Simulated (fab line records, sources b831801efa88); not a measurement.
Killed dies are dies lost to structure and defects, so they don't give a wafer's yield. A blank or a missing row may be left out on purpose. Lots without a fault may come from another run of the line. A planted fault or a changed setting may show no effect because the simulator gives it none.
fab line records | flow sky130
record lots=6 wafers=18 last_day=49
route steps=708 shown VIA1@475 METAL2@483
lots that met no fault: from a run of the same line without faults
start_h: hours from the record's first day to the start of the lot's first wafer shown | wait_h: hours since the lot's step before | " the same as in the row above | L1.1+2: a row that stands for several wafers | - no value, or no start given | * or withheld: withheld | < > ~ a bound
route shown NAME@n: a module of which the file shows steps, and the number in the route of the first | usual: mean/standard deviation of fault-free wafers | same: alike in all rows | chamber/n: place in a boat | sites: the reading at each site | _std_site: their standard deviation | _edge_site: outer sites' mean less inner sites' | radius_mm: how far each site lies from the wafer's centre | mask NAME#n: copy n | behind: the tool/chamber that last shaped the wafer | hold: why the lot was held/for how many hours/how that ended | device: the transistor (n, p or np) that didn't switch | end of line: the same wafers' tests at the end of the route | a step without rows: its recipe alone | killed: dies lost to structure and defects at the first sort, not the wafer's yield | map: a wafer's dies, x killed, . not, _ none there
set.NAME: the setting as run; set.NAME@STEP: as run at that earlier step | model.NAME: the simulator's own value behind a step, which no gauge read
lots at some steps of the route; a table a step, a row a wafer
services: from which hour (start_h, from the record's first day; less than 0 if before it) a tool's chamber was out of use, for how many hours, and why
## steps
# step SKY_VIA1_STRIP_17
# recipe chemistry=post_etch_residue_remover time_s=1200 temp_c=72.5
# step SKY_VIA1_CLEAN_18
# recipe chemistry=IPA time_s=180 temp_c=25
# step SKY_VIA1_CLEAN_19
# recipe chemistry=O3/DIW dry=n2_spin
# step SKY_VIA1_SPUTTER_20
# recipe material=TiN target_thk_nm=20 chamber_pressure_pa=5 power_w=4000 time_s=80
# step SKY_VIA1_CVD_21
# recipe material=W target_thk_nm=270 time_s=80.902 temp_c=400 pressure_torr=40
# step SKY_VIA1_RS_MEAS_22
# recipe thk_meas_gauge=four-point-probe reads=W_of_VIA1_CVD_21+TiN_of_VIA1_SPUTTER_20
# usual VIA1_W_RS=0.427/0.005
# columns lot.wafer tool chamber start_h wait_h VIA1_W_RS[ohm/sq]
L941.4 film_metro-03 - 809.07 0.1 0.429
L941.5 " - " " 0.430
L941.6 " - " " 0.425
L944.2 film_metro-03 - 831.77 0.1 0.425
L944.5 " - " " 0.426
L944.6 " - " " 0.427
L946.3 film_metro-01 - 842.84 0.1 0.432
L946.4 " - " " 0.430
L946.5 " - " " 0.430
L953.1 film_metro-02 - 888.81 0.1 0.429
L953.2 " - " " 0.429
L953.6 " - " " 0.436
L956.3 film_metro-01 - 919.62 0.1 0.426
L956.5 " - " " 0.430
L956.6 " - " " 0.437
L960.2 film_metro-01 - 939.69 0.1 0.421
L960.4 " - " " 0.417
L960.5 " - " " 0.424
# step SKY_VIA1_THK_MEAS_23
# recipe thk_meas_gauge=xrf reads=W_of_VIA1_CVD_21
# usual VIA1_W_THK=268/3.5
# columns lot.wafer tool chamber start_h wait_h VIA1_W_THK[nm]
L941.4 film_metro-03 - 809.16 0.1 268
L941.5 " - " " 268
L941.6 " - " " 271
L944.2 film_metro-03 - 831.88 0.1 270
L944.5 " - " " 269
L944.6 " - " " 271
L946.3 film_metro-01 - 842.94 0.1 266
L946.4 " - " " 268
L946.5 " - " " 268
L953.1 film_metro-02 - 888.93 0.1 264
L953.2 " - " " 264
L953.6 " - " " 259
L956.3 film_metro-01 - 919.72 0.1 271
L956.5 " - " " 268
L956.6 " - " " 266
L960.2 film_metro-01 - 939.80 0.1 273
L960.4 " - " " 276
L960.5 " - " " 270
# step SKY_VIA1_CMP_24
# recipe stop_on=SiO2 t_overpolish_s=15 down_force_psi=3.5 platen_rpm=60 target_thk_nm=0 pad_velocity_m_s=0.94248
# step SKY_METAL2_SPUTTER_00
# recipe material=Ti target_thk_nm=15 power_w=3000 time_s=10 chamber_pressure_pa=0.4
# usual throttle_valve_pct=29.9/1
# columns lot.wafer tool chamber start_h wait_h throttle_valve_pct
L941.4 pvd_sputter-03 - 809.49 0.1 30.5
L941.5 " - " " 31.1
L941.6 " - " " 29.5
L944.2 pvd_sputter-03 - 832.23 0.1 31.6
L944.5 " - " " 30.0
L944.6 " - " " 30.3
L946.3 pvd_sputter-03 - 843.28 0.1 29.9
L946.4 " - " " 30.5
L946.5 " - " " 30.0
L953.1 pvd_sputter-01 - 889.29 0.1 29.6
L953.2 " - " " 29.9
L953.6 " - " " 30.0
L956.3 pvd_sputter-01 - 920.06 0.1 29.3
L956.5 " - " " 29.9
L956.6 " - " " 29.6
L960.2 pvd_sputter-01 - 940.15 0.2 30.1
L960.4 " - " " 29.4
L960.5 " - " " 30.2
# step SKY_METAL2_SPUTTER_01
# recipe material=TiN target_thk_nm=20 power_w=6500 time_s=16.7 chamber_pressure_pa=0.4
# step SKY_METAL2_SPUTTER_02
# recipe material=AlCu target_thk_nm=250 power_w=10600 time_s=13.3 chamber_pressure_pa=0.4
# usual throttle_valve_pct=29.9/1
# columns lot.wafer tool chamber start_h wait_h throttle_valve_pct
L941.4 pvd_sputter-03 - 809.54 0.0 30.2
L941.5 " - " " 31.4
L941.6 " - " " 29.6
L944.2 pvd_sputter-03 - 832.27 0.0 31.3
L944.5 " - " " 30.3
L944.6 " - " " 30.1
L946.3 pvd_sputter-03 - 843.32 0.0 30.2
L946.4 " - " " 30.4
L946.5 " - " " 30.4
L953.1 pvd_sputter-01 - 889.34 0.0 29.4
L953.2 " - " " 30.0
L953.6 " - " " 30.2
L956.3 pvd_sputter-01 - 920.11 0.0 29.3
L956.5 " - " " 29.7
L956.6 " - " " 29.4
L960.2 pvd_sputter-01 - 940.20 0.0 29.8
L960.4 " - " " 29.4
L960.5 " - " " 30.0
# step SKY_METAL2_SPUTTER_03
# recipe material=Ti target_thk_nm=5 power_w=3000 time_s=3.3 chamber_pressure_pa=0.4
# usual throttle_valve_pct=29.9/1
# columns lot.wafer tool chamber start_h wait_h throttle_valve_pct
L941.4 pvd_sputter-03 - 809.56 0.0 30.3
L941.5 " - " " 31.4
L941.6 " - " " 29.5
L944.2 pvd_sputter-03 - 832.30 0.0 31.7
L944.5 " - " " 30.0
L944.6 " - " " 30.1
L946.3 pvd_sputter-03 - 843.35 0.0 30.1
L946.4 " - " " 30.5
L946.5 " - " " 30.2
L953.1 pvd_sputter-01 - 889.37 0.0 29.5
L953.2 " - " " 29.8
L953.6 " - " " 30.1
L956.3 pvd_sputter-01 - 920.14 0.0 29.5
L956.5 " - " " 29.8
L956.6 " - " " 29.7
L960.2 pvd_sputter-01 - 940.22 0.0 29.6
L960.4 " - " " 29.5
L960.5 " - " " 30.2
# step SKY_METAL2_SPUTTER_04
# recipe material=TiN target_thk_nm=70 power_w=6500 time_s=58.3 chamber_pressure_pa=0.4
# usual throttle_valve_pct=29.8/1
# columns lot.wafer tool chamber start_h wait_h throttle_valve_pct model.TiN_of_METAL2_SPUTTER_04.thk_nm
L941.4 pvd_sputter-03 - 809.58 0.0 30.4 70.42
L941.5 " - " " 31.1 69.9
L941.6 " - " " 29.4 71.4
L944.2 pvd_sputter-03 - 832.32 0.0 31.2 69.76
L944.5 " - " " 29.8 72.4
L944.6 " - " " 30.4 70.12
L946.3 pvd_sputter-03 - 843.37 0.0 30.0 71.71
L946.4 " - " " 30.3 69.58
L946.5 " - " " 30.0 71.5
L953.1 pvd_sputter-01 - 889.39 0.0 29.4 70.44
L953.2 " - " " 29.6 69.95
L953.6 " - " " 30.0 69.64
L956.3 pvd_sputter-01 - 920.15 0.0 29.6 70.47
L956.5 " - " " 29.9 69.49
L956.6 " - " " 29.3 70.46
L960.2 pvd_sputter-01 - 940.24 0.0 30.0 68.33
L960.4 " - " " 29.6 69.28
L960.5 " - " " 30.0 68.17
# step SKY_METAL2_RS_MEAS_05
# recipe thk_meas_gauge=four-point-probe reads=TiN_of_METAL2_SPUTTER_04+Ti_of_METAL2_SPUTTER_03+AlCu_of_METAL2_SPUTTER_02+TiN_of_METAL2_SPUTTER_01+Ti_of_METAL2_SPUTTER_00
# usual METAL2_ALCU_RS=0.1258/0.0012
# columns lot.wafer tool chamber start_h wait_h METAL2_ALCU_RS[ohm/sq]
L941.4 film_metro-04 - 809.69 0.1 0.1257
L941.5 " - " " 0.1250
L941.6 " - " " 0.1242
L944.2 film_metro-04 - 832.39 0.0 0.1277
L944.5 " - " " 0.1265
L944.6 " - " " 0.1271
L946.3 film_metro-04 - 843.46 0.1 0.1247
L946.4 " - " " 0.1250
L946.5 " - " " 0.1239
L953.1 film_metro-01 - 889.44 0.0 0.1262
L953.2 " - " " 0.1248
L953.6 " - " " 0.1254
L956.3 film_metro-02 - 920.24 0.1 0.1261
L956.5 " - " " 0.1256
L956.6 " - " " 0.1267
L960.2 film_metro-01 - 940.31 0.0 0.1236
L960.4 " - " " 0.1246
L960.5 " - " " 0.1239
# step SKY_METAL2_THK_MEAS_06
# recipe thk_meas_gauge=xrf reads=AlCu_of_METAL2_SPUTTER_02
# usual METAL2_ALCU_THK=248.6/2.5
# columns lot.wafer tool chamber start_h wait_h METAL2_ALCU_THK[nm]
L941.4 film_metro-04 - 809.78 0.1 246.2
L941.5 " - " " 249.0
L941.6 " - " " 248.3
L944.2 film_metro-04 - 832.50 0.1 247.4
L944.5 " - " " 246.8
L944.6 " - " " 247.0
L946.3 film_metro-04 - 843.56 0.1 249.6
L946.4 " - " " 249.2
L946.5 " - " " 250.2
L953.1 film_metro-01 - 889.56 0.1 248.9
L953.2 " - " " 250.3
L953.6 " - " " 249.2
L956.3 film_metro-02 - 920.34 0.1 246.6
L956.5 " - " " 248.4
L956.6 " - " " 247.4
L960.2 film_metro-01 - 940.42 0.1 252.8
L960.4 " - " " 249.4
L960.5 " - " " 253.4
# step SKY_METAL2_DEHYDRATE_07
# recipe temp_c=200 time_s=60
# step SKY_METAL2_HMDS_08
# recipe prime_time_s=60 prime_temp_c=120
# step SKY_METAL2_COAT_09
# recipe resist=BARC temp_c=withheld time_s=withheld spin_rpm=3000 resist_thk_nm=60
# step SKY_METAL2_COAT_10
# recipe resist=KrF-thick spin_rpm=3000 resist_thk_nm=450
# step SKY_METAL2_SOFTBAKE_11
# recipe temp_c=100 time_s=90 resist=KrF-thick
# step SKY_METAL2_EXPOSE_12
# recipe mask_id=MM2 na=0.8 source_shape=annular sigma_inner=0.55 sigma_outer=0.85 target_cd_nm=140 dose_mj=28
# step SKY_METAL2_PEB_13
# recipe peb_temp_c=withheld peb_time_s=withheld resist=KrF-thick
# step SKY_METAL2_DEVELOP_14
# recipe develop_time_s=60 resist=KrF-thick dev_temp_c=21
# step SKY_METAL2_CD_MEAS_15
# recipe target_cd_nm=140
# usual cd_nm=140.4/1.6
# columns lot.wafer tool chamber start_h wait_h cd_nm
L941.4 cd_sem-02 - 835.75 - 139.1
L941.5 " - " " 140.0
L941.6 " - " " 141.1
L944.2 cd_sem-02 - 859.03 - 141.1
L944.5 " - " " 141.7
L944.6 " - " " 139.0
L946.3 cd_sem-02 - 869.77 - 141.7
L946.4 " - " " 141.4
L946.5 " - " " 143.0
L953.1 cd_sem-01 - 914.57 - 143.1
L953.2 " - " " 142.6
L953.6 " - " " 142.5
L956.3 cd_sem-02 - 944.81 - 141.2
L956.5 " - " " 140.1
L956.6 " - " " 138.8
L960.2 cd_sem-02 - 964.33 - 139.2
L960.4 " - " " 139.4
L960.5 " - " " 137.1
# step SKY_METAL2_OVL_MEAS_16
# usual METAL2_OVL=4/3.9
# columns lot.wafer tool chamber start_h wait_h METAL2_OVL[nm]
L941.4 overlay-02 - 835.83 0.1 4
L941.5 " - " " 10
L941.6 " - " " 10
L944.2 overlay-02 - 859.14 0.1 -1
L944.5 " - " " 0
L944.6 " - " " 1
L946.3 overlay-02 - 869.86 0.1 0
L946.4 " - " " -4
L946.5 " - " " 0
L953.1 overlay-01 - 914.69 0.1 3
L953.2 " - " " 6
L953.6 " - " " 3
L956.3 overlay-01 - 944.90 0.1 9
L956.5 " - " " 13
L956.6 " - " " 6
L960.2 overlay-01 - 964.44 0.1 2
L960.4 " - " " 7
L960.5 " - " " 6
# step SKY_METAL2_DESCUM_17
# recipe chemistry=O2 source_power_w=150 bias_power_w=0 pressure_mtorr=10 temp_c=40 time_s=8
# step SKY_METAL2_ETCH_18
# recipe chemistry=N2/H2 target=BARC ion_energy_ev=200 bias_w=100 pressure_mtorr=30 n2_flow_sccm=100 h2_flow_sccm=200 icp_w=500 stop_on=SiO2 time_s=45.9 target_depth_a=600
# usual drypump_motor_current_A=5.9/0.58 n2_flow_sccm=100.05/0.29 oes_product_au=0.855/0.0045 rf_fwd_power_W=495.8/1.8 throttle_valve_pct=13.226/0.0094
# columns lot.wafer tool chamber start_h wait_h drypump_motor_current_A n2_flow_sccm oes_product_au rf_fwd_power_W rf_hours_counter_h throttle_valve_pct
L941.4 rie_metal-04 1 835.90 0.0 5.4 100.37 0.862 497.1 - 13.250
L941.5 " 1 " " 5.4 100.11 0.856 495.6 - 13.234
L941.6 " 0 " " 6.6 100.31 0.849 499.4 - 13.225
L944.2 rie_metal-03 1 859.20 0.0 5.1 99.90 0.855 494.2 13 13.231
L944.5 " 1 " " 5.1 100.57 0.849 493.9 - 13.202
L944.6 " 0 " " 6.4 100.07 0.858 495.2 - 13.242
L946.3 rie_metal-04 0 869.94 0.0 6.6 99.68 0.854 496.2 - 13.235
L946.4 " 1 " " 5.4 99.89 0.856 496.2 - 13.224
L946.5 " 1 " " 5.4 99.65 0.854 497.9 - 13.230
L953.1 rie_metal-03 1 914.76 0.0 5.1 99.63 0.853 492.5 15 13.229
L953.2 " 0 " " 6.4 99.98 0.854 498.8 8 13.211
L953.6 " 1 " " 5.2 99.66 0.861 493.8 - 13.211
L956.3 rie_metal-04 1 944.98 0.0 5.4 99.95 0.855 496.0 - 13.235
L956.5 " 0 " " 6.6 99.94 0.858 496.6 - 13.216
L956.6 " 1 " " 5.4 100.31 0.854 496.6 - 13.233
L960.2 rie_metal-03 0 964.50 0.0 6.5 100.25 0.853 494.6 10 13.222
L960.4 " 1 " " 5.1 99.90 0.853 494.7 - 13.222
L960.5 " 1 " " 5.1 99.80 0.855 494.2 - 13.212
# step SKY_METAL2_METAL_ETCH_19
# recipe target_depth_a=3600 stop_on=SiO2 over_etch_frac=0.3 time_s=78 chemistry=Cl2/BCl3 resist_sidewall_deg=88 pressure_mtorr=10 icp_w=900 bias_w=48.5 Cl2_flow_sccm=60 bcl3_flow_sccm=30
# usual drypump_motor_current_A=5.9/0.58 oes_product_au=0.856/0.006 rf_fwd_power_W=895/3.1 throttle_valve_pct=22.265/0.0088
# columns lot.wafer tool chamber start_h wait_h drypump_motor_current_A oes_product_au rf_fwd_power_W rf_hours_counter_h throttle_valve_pct
L941.4 rie_metal-04 1 835.97 0.1 5.4 0.856 897 - 22.273
L941.5 " 1 " " 5.4 0.865 898 - 22.266
L941.6 " 0 " " 6.6 0.859 896 - 22.260
L944.2 rie_metal-03 1 859.26 0.0 5.1 0.851 890 13 22.262
L944.5 " 1 " " 5.1 0.861 894 - 22.270
L944.6 " 0 " " 6.4 0.847 894 - 22.266
L946.3 rie_metal-04 0 870.01 0.1 6.6 0.872 896 - 22.261
L946.4 " 1 " " 5.4 0.858 894 - 22.255
L946.5 " 1 " " 5.4 0.870 895 - 22.263
L953.1 rie_metal-03 1 914.82 0.0 5.1 0.863 891 15 22.269
L953.2 " 0 " " 6.4 0.855 899 8 22.268
L953.6 " 1 " " 5.1 0.846 893 - 22.268
L956.3 rie_metal-04 1 945.05 0.1 5.4 0.859 900 - 22.270
L956.5 " 0 " " 6.6 0.859 895 - 22.266
L956.6 " 1 " " 5.4 0.854 902 - 22.281
L960.2 rie_metal-03 0 964.56 0.0 6.5 0.861 896 10 22.259
L960.4 " 1 " " 5.1 0.850 893 - 22.266
L960.5 " 1 " " 5.1 0.860 893 - 22.251
# step SKY_METAL2_STRIP_20
# recipe chemistry=O2/N2 power_w=1400 pressure_mtorr=1500 platen_temp_c=withheld o2_flow_sccm=3000 n2_flow_sccm=300 overash_fraction=0.5
# step SKY_METAL2_STRIP_21
# recipe chemistry=post_etch_residue_remover time_s=1200 temp_c=72.5
# columns lot.wafer tool chamber start_h wait_h model.TiN_of_METAL2_SPUTTER_04.thk_nm
L941.4 wet_bench-03 0 836.13 0.0 70
L941.5 " 0 " " 69.48
L941.6 " 0 " " 70.98
L944.2 wet_bench-01 0 859.45 0.1 69.34
L944.5 " 0 " " 71.98
L944.6 " 0 " " 69.7
L946.3 wet_bench-03 1 870.17 0.0 71.29
L946.4 " 1 " " 69.17
L946.5 " 1 " " 71.09
L953.1 wet_bench-03 0 915.01 0.1 70.01
L953.2 " 0 " " 69.53
L953.6 " 0 " " 69.21
L956.3 wet_bench-01 3 945.21 0.0 70.05
L956.5 " 3 " " 69.07
L956.6 " 3 " " 70.04
L960.2 wet_bench-03 1 964.75 0.1 67.91
L960.4 " 1 " " 68.87
L960.5 " 1 " " 67.75
# step SKY_METAL2_CLEAN_22
# recipe chemistry=IPA time_s=180 temp_c=25
## services
# columns tool chamber start_h hours kind
pvd_sputter-01 - 786.95 2.5 repair
pvd_sputter-03 - 787.78 8.4 repair
pvd_sputter-03 - 811.49 1.1 repair
rie_metal-03 1 825.46 7.6 repair
wet_bench-03 - 826.13 3.1 repair
pvd_sputter-03 - 833.76 3.3 repair
rie_metal-04 - 843.76 1.0 repair
rie_metal-03 - 891.95 1.4 pm
pvd_sputter-03 - 918.34 54.1 repair
## key
first_sign none at tools or gauges
model_effect step=SKY_METAL2_SPUTTER_04 value=TiN_of_METAL2_SPUTTER_04.thk_nm without=69.54 struck=71.87
model_effect step=SKY_METAL2_STRIP_21 value=TiN_of_METAL2_SPUTTER_04.thk_nm without=69.13 struck=71.45
met_at SKY_METAL2_SPUTTER_04
struck_wafers L944.5,L946.3,L946.5
onset_between 809.58 832.32
fault kind=process_parameter_drift tool=pvd_sputter-03 chamber=- onset_h=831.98 steps=SKY_METAL2_SPUTTER_04 channel=time_s offset=* shape=step end_h=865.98 scope=struck_wafers_only acts_in=* stated=*
